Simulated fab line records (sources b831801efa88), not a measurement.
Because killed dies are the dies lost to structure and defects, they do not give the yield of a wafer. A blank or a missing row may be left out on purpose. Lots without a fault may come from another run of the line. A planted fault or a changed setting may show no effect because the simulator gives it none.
Which tool was responsible?	flow sky130	42 wafers from 14 lots sampled at 6 of the route's 708 steps

WHAT EACH GAUGE READ, for each wafer
SKY_VIA1_RS_MEAS_22: the measuring method here is four-point-probe. Usual: VIA1_W_RS gives 0.427 ohm/sq (standard deviation 0.0052).
lot	measured	on	VIA1_W_RS (ohm/sq)	flag
L857	day 34 15:30	filmMetro-03	0.423 0.425 0.422	
L860	day 35 08:49	filmMetro-01	0.421 0.423 0.428	
L859	day 35 11:11	filmMetro-04	0.423 0.424 0.425	
L861	day 35 19:50	filmMetro-03	0.419 0.424 0.417	
L863	day 36 07:53	filmMetro-01	0.420 0.423 0.421	
L865	day 36 21:08	filmMetro-03	0.417 0.428 0.420	
L866	day 37 12:13	filmMetro-03	0.431 0.431 0.423	
L867	day 37 16:58	filmMetro-03	0.438 0.437 0.426	
L868	day 38 00:32	filmMetro-04	0.420 0.436 0.422	
L869	day 38 12:32	filmMetro-04	0.431 0.437 0.431	
L875	day 40 02:33	filmMetro-03	0.423 0.428 0.431	
L876	day 40 04:37	filmMetro-03	0.424 0.429 0.421	
L878	day 40 15:40	filmMetro-03	0.427 0.427 0.423	
L879	day 41 01:03	filmMetro-01	0.426 0.424 0.424	

SKY_METAL2_RS_MEAS_05: the measuring method here is four-point-probe. Usual: METAL2_ALCU_RS gives 0.1264 ohm/sq (standard deviation 0.0016).
lot	measured	on	METAL2_ALCU_RS (ohm/sq)	flag
L857	day 34 16:07	filmMetro-02	0.1246 0.1235 0.1258	
L860	day 35 09:26	filmMetro-02	0.1269 0.1262 0.1274	
L859	day 35 11:49	filmMetro-02	0.1276 0.1284 0.1260	
L861	day 35 20:27	filmMetro-02	0.1281 0.1289 0.1293	
L863	day 36 08:31	filmMetro-01	0.1248 0.1241 0.1254	
L865	day 36 21:45	filmMetro-01	0.1276 0.1250 0.1251	
L866	day 37 12:50	filmMetro-02	0.1245 0.1247 0.1261	
L867	day 37 17:35	filmMetro-01	0.1244 0.1253 0.1256	
L868	day 38 01:10	filmMetro-01	0.1259 0.1268 0.1253	
L869	day 38 13:11	filmMetro-01	0.1251 0.0679 0.1248	OFF
L875	day 40 03:10	filmMetro-01	0.1258 0.1260 0.1252	
L876	day 40 05:13	filmMetro-03	0.0682 0.0675 0.1255	OFF
L878	day 40 16:17	filmMetro-03	0.1250 0.1217 0.1220	
L879	day 41 01:40	filmMetro-02	0.1285 0.1294 0.1264	

SKY_METAL2_THK_MEAS_06: measures by xrf. Usual: METAL2_ALCU_THK gives 251 nm (standard deviation 3.5).
lot	measured	on	METAL2_ALCU_THK (nm)	flag
L857	day 34 16:14	filmMetro-02	257 259 253	
L860	day 35 09:32	filmMetro-02	252 254 252	
L859	day 35 11:56	filmMetro-02	252 250 253	
L861	day 35 20:34	filmMetro-02	251 248 248	
L863	day 36 08:37	filmMetro-01	253 254 254	
L865	day 36 21:52	filmMetro-01	248 251 253	
L866	day 37 12:56	filmMetro-02	259 256 255	
L867	day 37 17:41	filmMetro-01	253 251 251	
L868	day 38 01:17	filmMetro-01	253 250 253	
L869	day 38 13:19	filmMetro-01	253 460 254	OFF
L875	day 40 03:17	filmMetro-01	252 250 250	
L876	day 40 05:20	filmMetro-03	457 462 251	OFF
L878	day 40 16:23	filmMetro-03	251 256 257	
L879	day 41 01:47	filmMetro-02	250 248 252	

WHAT TOOL EACH LOT RAN ON (gives the tool, then ch and the chambers of the sampled wafers, and finally the start)
lot	SKY_METAL1_ETCH_18	SKY_VIA1_SPUTTER_20	SKY_METAL2_SPUTTER_02
L857	rieMetal-04 ch 0,1, day 33 09:50	pvdSputter-02, day 34 15:20	pvdSputter-04, day 34 16:01
L860	rieMetal-01 ch 0,1, day 34 03:43	pvdSputter-04, day 35 08:37	pvdSputter-04, day 35 09:17
L859	rieMetal-04 ch 0,1, day 34 06:12	pvdSputter-03, day 35 11:02	pvdSputter-01, day 35 11:43
L861	rieMetal-01 ch 0, day 34 15:03	pvdSputter-02, day 35 19:41	pvdSputter-03, day 35 20:22
L863	rieMetal-01 ch 0,1, day 35 04:02	pvdSputter-04, day 36 07:43	pvdSputter-01, day 36 08:23
L865	rieMetal-04 ch 0,1, day 35 17:09	pvdSputter-02, day 36 20:55	pvdSputter-03, day 36 21:40
L866	rieMetal-03 ch 0,1, day 36 09:05	pvdSputter-02, day 37 12:02	pvdSputter-01, day 37 12:43
L867	rieMetal-03 ch 0,1, day 36 12:15	pvdSputter-04, day 37 16:47	pvdSputter-04, day 37 17:28
L868	rieMetal-04 ch 0,1, day 36 20:41	pvdSputter-04, day 38 00:23	pvdSputter-04, day 38 01:04
L869	rieMetal-01 ch 0,1, day 37 08:44	pvdSputter-04, day 38 12:23	pvdSputter-04, day 38 13:06
L875	rieMetal-04 ch 0,1, day 39 00:05	pvdSputter-04, day 40 02:23	pvdSputter-01, day 40 03:04
L876	rieMetal-01 ch 0, day 39 00:13	pvdSputter-04, day 40 04:26	pvdSputter-04, day 40 05:07
L878	rieMetal-03 ch 0,1, day 39 12:47	pvdSputter-02, day 40 15:29	pvdSputter-03, day 40 16:10
L879	rieMetal-04 ch 0,1, day 39 22:05	pvdSputter-04, day 41 00:53	pvdSputter-03, day 41 01:34
- SKY_METAL1_ETCH_18: etches BARC in N2/H2, stops on SiO2, time 45.9 s, target depth 60 nm.
- SKY_VIA1_SPUTTER_20: material TiN, target thk 20 nm, time 80 s.
- SKY_METAL2_SPUTTER_02: material AlCu, target thk 250 nm, time 13.3 s.

WHAT THE TOOLS THEMSELVES READ (means of the sampled wafers that have a number; where no wafer has one, the mark that the record gives instead)
SKY_METAL1_ETCH_18. Usual: drypumpMotorCurrentA 5.9 A, standard deviation 0.5; oesProductAu 0.855 a.u., standard deviation 0.0047; throttleValvePct 13.226 %, standard deviation 0.0082.
lot	tool	drypumpMotorCurrentA (A)	oesProductAu (a.u.)	throttleValvePct (%)	flag
L857	rieMetal-04	6.3	0.854	13.223	
L860	rieMetal-01	5.2	0.853	13.234	
L859	rieMetal-04	6.1	0.856	13.226	
L861	rieMetal-01	4.9	0.852	13.226	
L863	rieMetal-01	5.2	0.857	13.229	
L865	rieMetal-04	6.3	0.852	13.221	
L866	rieMetal-03	5.6	0.852	13.226	
L867	rieMetal-03	5.7	0.857	13.222	
L868	rieMetal-04	6.2	0.853	13.225	
L869	rieMetal-01	5.4	0.856	13.222	
L875	rieMetal-04	6.3	0.856	13.217	
L876	rieMetal-01	4.9	0.852	13.222	
L878	rieMetal-03	5.8	0.854	13.224	
L879	rieMetal-04	6.1	0.854	13.229	

SKY_VIA1_SPUTTER_20. Usual: cathodeDcPowerW 4000.0 W, standard deviation 0.79; chamberPressurePa 4.999 Pa, standard deviation 0.01; throttleValvePct 30.1 %, standard deviation 0.91.
lot	tool	cathodeDcPowerW (W)	chamberPressurePa (Pa)	throttleValvePct (%)	flag
L857	pvdSputter-02	4000.2	4.996	29.2	
L860	pvdSputter-04	4000.0	4.988	30.5	
L859	pvdSputter-03	4000.4	5.002	31.3	
L861	pvdSputter-02	3999.7	5.005	29.5	
L863	pvdSputter-04	4000.9	5.012	29.8	
L865	pvdSputter-02	3999.8	4.993	29.7	
L866	pvdSputter-02	4000.2	5.003	29.3	
L867	pvdSputter-04	4000.4	4.995	30.8	
L868	pvdSputter-04	4000.2	4.995	30.3	
L869	pvdSputter-04	4000.1	4.995	30.1	
L875	pvdSputter-04	4000.1	4.999	30.2	
L876	pvdSputter-04	4000.3	5.007	30.0	
L878	pvdSputter-02	4000.0	4.992	29.0	
L879	pvdSputter-04	3999.9	5.008	30.7	

SKY_METAL2_SPUTTER_02. Usual: cathodeDcPowerW 10600 W, standard deviation 2; chamberPressurePa 0.3999 Pa, standard deviation 0.00081; throttleValvePct 30.4 %, standard deviation 0.93.
lot	tool	cathodeDcPowerW (W)	chamberPressurePa (Pa)	throttleValvePct (%)	flag
L857	pvdSputter-04	10599	0.3999	30.1	
L860	pvdSputter-04	10601	0.3994	29.9	
L859	pvdSputter-01	10600	0.3998	29.6	
L861	pvdSputter-03	10601	0.3998	31.2	
L863	pvdSputter-01	10600	0.3996	29.4	
L865	pvdSputter-03	10601	0.3997	31.4	
L866	pvdSputter-01	10600	0.4004	29.9	
L867	pvdSputter-04	10600	0.3996	30.1	
L868	pvdSputter-04	10599	0.3999	30.4	
L869	pvdSputter-04	10600	0.3998	30.8	
L875	pvdSputter-01	10598	0.4006	29.5	
L876	pvdSputter-04	10600	0.3997	30.2	
L878	pvdSputter-03	10602	0.3998	31.3	
L879	pvdSputter-03	10601	0.4001	31.4	

THE ANSWER, worked out from the rows above alone
Rule: lot off if the mean of its wafers having a number is beyond 3 standard deviations from the usual mean. A lot without any number at a reading at which 4 lots or more have one is off too. The other lots that the step has rows for count as sound. After the gauges, taken in route order, come the tools' own readings; for these a lot's mean is taken, as printed above. At the first step where some lot is off, the reading lying furthest off is the one used; lots without a number count as furthest.
Off: at SKY_METAL2_RS_MEAS_05 (METAL2_ALCU_RS), L869, L876.
If a tool, at a process step before that reading, ran all the lots that are off and no sound lot after the first of them, it fits. Those tools and the gauges at SKY_METAL2_RS_MEAS_05 are tried in the same way. Can't be told from this: 2 tools fit, rieMetal-01 at SKY_METAL1_ETCH_18, pvdSputter-04 at SKY_METAL2_SPUTTER_02.

WHAT THE SIMULATOR HAD INSERTED
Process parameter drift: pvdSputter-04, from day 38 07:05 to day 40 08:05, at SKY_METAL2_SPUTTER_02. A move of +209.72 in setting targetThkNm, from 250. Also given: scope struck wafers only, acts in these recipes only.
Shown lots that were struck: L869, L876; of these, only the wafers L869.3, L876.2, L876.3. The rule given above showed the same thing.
